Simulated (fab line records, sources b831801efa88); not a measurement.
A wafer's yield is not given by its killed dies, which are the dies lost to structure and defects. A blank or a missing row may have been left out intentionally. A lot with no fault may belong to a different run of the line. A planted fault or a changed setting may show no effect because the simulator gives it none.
What tool caused it? :: flow gf180mcu :: 35 wafers from 12 lots sampled at 2 of the route's 602 steps

## WHAT EACH GAUGE READ, for each wafer
GF_M5_OVL_MEAS_08. Usual: M5_OVL gives 1 nm (standard deviation 5.4).
lot: L809
measured: day 26 01:48
on: overlay-02
M5_OVL (nm): 4 -1 -2
flag: 

lot: L810
measured: day 26 12:58
on: overlay-02
M5_OVL (nm): 7 0 7
flag: 

lot: L812
measured: day 27 01:32
on: overlay-02
M5_OVL (nm): -1 -5 -5
flag: 

lot: L813
measured: day 27 11:22
on: overlay-02
M5_OVL (nm): -6 -5 -8
flag: 

lot: L815
measured: day 28 05:15
on: overlay-01
M5_OVL (nm): -5 -2 6
flag: 

lot: L818
measured: day 29 05:23
on: overlay-01
M5_OVL (nm): -9 -3 -6
flag: 

lot: L819
measured: day 29 11:30
on: overlay-02
M5_OVL (nm): 5 3 4
flag: 

lot: L824
measured: day 31 01:02
on: overlay-02
M5_OVL (nm): 1 7 -4
flag: 

lot: L828
measured: day 32 06:19
on: overlay-02
M5_OVL (nm): -6 -1
flag: 

lot: L829
measured: day 32 07:51
on: overlay-01
M5_OVL (nm): 0 0 2
flag: 

lot: L830
measured: day 32 13:55
on: overlay-01
M5_OVL (nm): -2 -2 3
flag: 

lot: L832
measured: day 32 21:34
on: overlay-01
M5_OVL (nm): 9 6 11
flag: 

## WHICH TOOL RAN EACH LOT (tool, then ch and the chambers of the sampled wafers, then the start)
lot: L809
GF_V3_SPUTTER_21: pvd sputter-02, day 22 05:06

lot: L810
GF_V3_SPUTTER_21: pvd sputter-04, day 22 15:53

lot: L812
GF_V3_SPUTTER_21: pvd sputter-02, day 23 07:22

lot: L813
GF_V3_SPUTTER_21: pvd sputter-04, day 23 18:43

lot: L815
GF_V3_SPUTTER_21: pvd sputter-02, day 24 14:02

lot: L818
GF_V3_SPUTTER_21: pvd sputter-04, day 25 16:20

lot: L819
GF_V3_SPUTTER_21: pvd sputter-03, day 25 23:30

lot: L824
GF_V3_SPUTTER_21: pvd sputter-03, day 27 16:17

lot: L828
GF_V3_SPUTTER_21: pvd sputter-04, day 29 02:23

lot: L829
GF_V3_SPUTTER_21: pvd sputter-02, day 29 04:19

lot: L830
GF_V3_SPUTTER_21: pvd sputter-02, day 29 10:29

lot: L832
GF_V3_SPUTTER_21: pvd sputter-03, day 29 20:10
- GF_V3_SPUTTER_21: material Ti, target thk 15 nm, time 80.02 s.

## AS READ BY THE TOOLS THEMSELVES (means over the sampled wafers that have a number; for cases with no such wafer, the mark the record gives instead)
GF_V3_SPUTTER_21. Usual: throttle valve pct reads 29.8 % (standard deviation 1).
lot: L809
tool: pvd sputter-02
throttle valve pct (%): 29.1
flag: 

lot: L810
tool: pvd sputter-04
throttle valve pct (%): 30.6
flag: 

lot: L812
tool: pvd sputter-02
throttle valve pct (%): 28.9
flag: 

lot: L813
tool: pvd sputter-04
throttle valve pct (%): 30.0
flag: 

lot: L815
tool: pvd sputter-02
throttle valve pct (%): 29.1
flag: 

lot: L818
tool: pvd sputter-04
throttle valve pct (%): 30.9
flag: 

lot: L819
tool: pvd sputter-03
throttle valve pct (%): 29.7
flag: 

lot: L824
tool: pvd sputter-03
throttle valve pct (%): 29.8
flag: 

lot: L828
tool: pvd sputter-04
throttle valve pct (%): 29.0
flag: 

lot: L829
tool: pvd sputter-02
throttle valve pct (%): 30.0
flag: 

lot: L830
tool: pvd sputter-02
throttle valve pct (%): 29.8
flag: 

lot: L832
tool: pvd sputter-03
throttle valve pct (%): 30.5
flag: 

## THE ANSWER, worked out from the rows above alone
Rule: take the mean of a lot's wafers that have a number; if it is more than 3 standard deviations from the usual mean, the lot is off. Also off: a lot with no number at a reading for which 4 or more lots have one. Where the step has rows for the other lots, those lots are counted as sound. Order of review: gauges by route order, followed by the tools' own readings, for which a lot's mean as printed above is used. The first step at which some lot is off is used, and at that step the reading that is off furthest; a lot without a number counts as furthest.
No lot is off at any reading shown: from this, nothing can be told.

## WHAT THE SIMULATOR PUT IN
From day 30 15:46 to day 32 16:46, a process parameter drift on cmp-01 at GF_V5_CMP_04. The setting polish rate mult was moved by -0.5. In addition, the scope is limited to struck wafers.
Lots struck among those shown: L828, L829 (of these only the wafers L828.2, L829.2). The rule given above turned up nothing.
